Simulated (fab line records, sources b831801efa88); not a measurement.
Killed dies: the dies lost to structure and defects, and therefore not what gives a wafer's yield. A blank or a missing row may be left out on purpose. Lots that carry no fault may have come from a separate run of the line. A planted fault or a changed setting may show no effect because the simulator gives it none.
Which tool is to blame? + flow sky130 + Sampling: 24 lots, 72 wafers, 4 of 708 route steps

WHAT EACH GAUGE READ, for each wafer
SKY_FIELD_ISO_THK_MEAS_25.
| lot  | measured    | on            | FIELD_ISO_CVD_24_THK (nm) |
|------|-------------|---------------|---------------------------|
| L074 | day 2 10:59 | film_metro-04 | 591 596 582               |
| L075 | day 2 16:39 | film_metro-03 | 592 596 582               |
| L076 | day 2 17:47 | film_metro-02 | 587 595 592               |
| L077 | day 3 03:41 | film_metro-02 | 593 590 590               |
| L078 | day 3 04:53 | film_metro-04 | 592 597 598               |
| L079 | day 3 11:28 | film_metro-04 | 595 593 602               |
| L080 | day 3 14:20 | film_metro-03 | 598 595 599               |
| L081 | day 3 21:31 | film_metro-03 | 609 600 601               |
| L082 | day 4 00:23 | film_metro-04 | 605 600 591               |
| L083 | day 4 04:43 | film_metro-04 | 601 606 605               |
| L084 | day 4 12:48 | film_metro-04 | 596 608 602               |
| L085 | day 4 17:23 | film_metro-04 | 596 601 598               |
| L086 | day 4 21:24 | film_metro-02 | 613 613 619               |
| L087 | day 5 02:50 | film_metro-02 | 595 598 599               |
| L088 | day 5 09:37 | film_metro-03 | 589 597 588               |
| L089 | day 5 14:47 | film_metro-03 | 591 597 601               |
| L090 | day 5 22:15 | film_metro-02 | 587 592 588               |
| L091 | day 5 23:26 | film_metro-02 | 593 602 598               |
| L092 | day 6 10:07 | film_metro-02 | 598 601 606               |
| L093 | day 6 10:26 | film_metro-03 | 596 594 603               |
| L094 | day 6 17:05 | film_metro-02 | 591 585 588               |
| L095 | day 6 20:19 | film_metro-02 | 594 601 595               |
| L096 | day 7 02:09 | film_metro-03 | 597 595 604               |
| L097 | day 7 06:47 | film_metro-04 | 602 604 605               |

SKY_SONOS_ONO_THK_MEAS_01.
| lot  | measured     | on            | SONOS_ONO_OXIDATION_THK (nm) |
|------|--------------|---------------|------------------------------|
| L074 | day 11 20:59 | film_metro-02 | 2.67 2.65 2.56               |
| L075 | day 12 04:55 | film_metro-02 | 2.50 2.57 2.46               |
| L076 | day 12 06:47 | film_metro-04 | 2.58 2.57 2.63               |
| L077 | day 12 23:38 | film_metro-04 | 2.61 2.59 2.62               |
| L078 | day 12 23:40 | film_metro-02 | 2.58 2.56 2.56               |
| L079 | day 13 08:50 | film_metro-03 | 2.61 2.63 2.66               |
| L080 | day 13 12:53 | film_metro-02 | 2.64 2.64 2.58               |
| L081 | day 13 23:02 | film_metro-03 | 2.69 2.60 2.55               |
| L082 | day 14 03:38 | film_metro-03 | 2.61 2.55 2.55               |
| L083 | day 14 13:32 | film_metro-02 | 2.62 2.62 2.58               |
| L084 | day 15 00:20 | film_metro-04 | 2.66 2.55 2.63               |
| L085 | day 15 07:25 | film_metro-03 | 2.64 2.60 2.60               |
| L086 | day 15 15:58 | film_metro-02 | 2.60 2.66 2.67               |
| L087 | day 15 21:34 | film_metro-02 | 2.55 2.64 2.62               |
| L088 | day 16 05:29 | film_metro-04 | 2.62 2.58 2.58               |
| L089 | day 16 12:56 | film_metro-03 | 2.56 2.54 2.58               |
| L090 | day 17 05:40 | film_metro-02 | 2.54 2.55 2.58               |
| L091 | day 17 08:12 | film_metro-02 | 2.55 2.52 2.58               |
| L092 | day 18 00:28 | film_metro-04 | 2.56 2.55 2.64               |
| L093 | day 17 21:43 | film_metro-02 | 2.63 2.64 2.69               |
| L094 | day 18 05:59 | film_metro-03 | 2.64 2.62 2.60               |
| L095 | day 18 07:34 | film_metro-03 | 2.51 2.59 2.62               |
| L096 | day 18 21:49 | film_metro-03 | 2.63 2.70 2.63               |
| L097 | day 19 03:18 | film_metro-04 | 2.67 2.62 2.70               |

SKY_LDD_P_OVL_MEAS_08.
| lot  | measured     | on         | LDD_P_OVL (nm) |
|------|--------------|------------|----------------|
| L074 | day 19 07:07 | overlay-02 | -0.2 -2.6 0.0  |
| L075 | day 19 18:47 | overlay-01 | -0.1 -0.1 -0.6 |
| L076 | day 20 06:37 | overlay-01 | 1.6 1.4 0.1    |
| L077 | day 20 16:28 | overlay-01 | 0.1 1.3 0.4    |
| L078 | day 20 15:38 | overlay-01 | 1.8 2.5 1.2    |
| L079 | day 21 03:28 | overlay-02 | -0.2 -1.6 0.1  |
| L080 | day 21 06:55 | overlay-01 | -0.7 0.3 -0.2  |
| L081 | day 21 18:46 | overlay-02 | 0.4 3.0 1.8    |
| L082 | day 21 21:11 | overlay-02 | 0.9 0.8 2.0    |
| L083 | day 22 11:43 | overlay-02 | -1.6 -0.7 2.1  |
| L084 | day 23 04:31 | overlay-02 | 2.3 1.3 1.3    |
| L085 | day 23 11:05 | overlay-01 | 2.3 0.0 1.0    |
| L086 | day 23 15:16 | overlay-02 | -0.4 1.6 1.6   |
| L087 | day 24 09:10 | overlay-02 | 0.9 2.3 0.5    |
| L088 | day 24 12:25 | overlay-01 | 2.9 2.5 0.8    |
| L089 | day 24 15:49 | overlay-01 | 2.4 0.9 0.4    |
| L090 | day 25 09:40 | overlay-02 | 0.7 1.8 -1.6   |
| L091 | day 25 12:14 | overlay-02 | 2.2 2.5 2.8    |
| L092 | day 26 04:25 | overlay-02 | -0.1 0.4 -1.2  |
| L093 | day 26 01:25 | overlay-02 | -1.1 -2.4 -0.6 |
| L094 | day 26 06:40 | overlay-01 | 1.2 1.9 0.7    |
| L095 | day 26 09:58 | overlay-02 | -0.8 0.8 0.6   |
| L096 | day 26 23:02 | overlay-01 | -0.4 2.1 -1.2  |
| L097 | day 27 06:10 | overlay-01 | 0.2 1.1 0.5    |

SKY_LDD_P_TW_MEAS_11.
| lot  | measured     | on            | LDD_P_TW    |
|------|--------------|---------------|-------------|
| L074 | day 19 07:25 | film_metro-02 | 630 630 631 |
| L075 | day 19 19:04 | film_metro-01 | 631 630 629 |
| L076 | day 20 06:55 | film_metro-04 | 643 644 641 |
| L077 | day 20 16:46 | film_metro-04 | 643 643 641 |
| L078 | day 20 15:56 | film_metro-02 | 627 630 627 |
| L079 | day 21 03:46 | film_metro-04 | 645 639 644 |
| L080 | day 21 07:12 | film_metro-02 | 633 631 631 |
| L081 | day 21 19:04 | film_metro-04 | 640 642 641 |
| L082 | day 21 21:28 | film_metro-04 | 643 642 641 |
| L083 | day 22 12:00 | film_metro-04 | 639 638 643 |
| L084 | day 23 04:54 | film_metro-01 | 624 625 625 |
| L085 | day 23 11:22 | film_metro-04 | 646 642 642 |
| L086 | day 23 15:34 | film_metro-01 | 626 633 629 |
| L087 | day 24 09:27 | film_metro-02 | 628 629 630 |
| L088 | day 24 12:43 | film_metro-04 | 644 647 647 |
| L089 | day 24 16:06 | film_metro-04 | 641 643 644 |
| L090 | day 25 09:58 | film_metro-01 | 630 624 630 |
| L091 | day 25 12:31 | film_metro-01 | 627 627 626 |
| L092 | day 26 04:43 | film_metro-01 | 630 629 630 |
| L093 | day 26 01:43 | film_metro-02 | 628 630 624 |
| L094 | day 26 06:58 | film_metro-01 | 626 629 629 |
| L095 | day 26 10:15 | film_metro-02 | 627 625 628 |
| L096 | day 26 23:19 | film_metro-04 | 643 643 640 |
| L097 | day 27 06:28 | film_metro-04 | 643 644 644 |

WHAT TOOL EACH LOT RAN ON (gives the tool, then ch and the chambers of the sampled wafers, and finally the start)
Record: no process step prior to these readings.

WHAT THE TOOLS THEMSELVES READ (means of the sampled wafers that have a number; where no wafer has one, the mark that the record gives instead)
The record holds no such reading with a usual standard deviation.

THE ANSWER, worked out from the rows above alone
Rule: what is usual is taken from the lots themselves. The widest of any qualifying gaps counts: lots, ordered by their means at a reading, are off when they make up no more than a third of the lots, leave a main group of 4 or more, and stand apart from it by 3 or more times the standard deviation of that group's means. A main group whose means are all the same, to the digits that the tables above print for the reading, isn't used. A lot without any number at a reading at which 4 lots or more have one is off too. The other lots that the step has rows for count as sound. After the gauges, taken in route order, come the tools' own readings; for these a lot's mean is taken, as printed above. The first step at which some lot is off is used, and at that step the reading that is off furthest; a lot without a number counts as furthest.
No lot is off on any of the readings shown, so nothing can be concluded from this.

WHAT THE SIMULATOR HAD PUT IN
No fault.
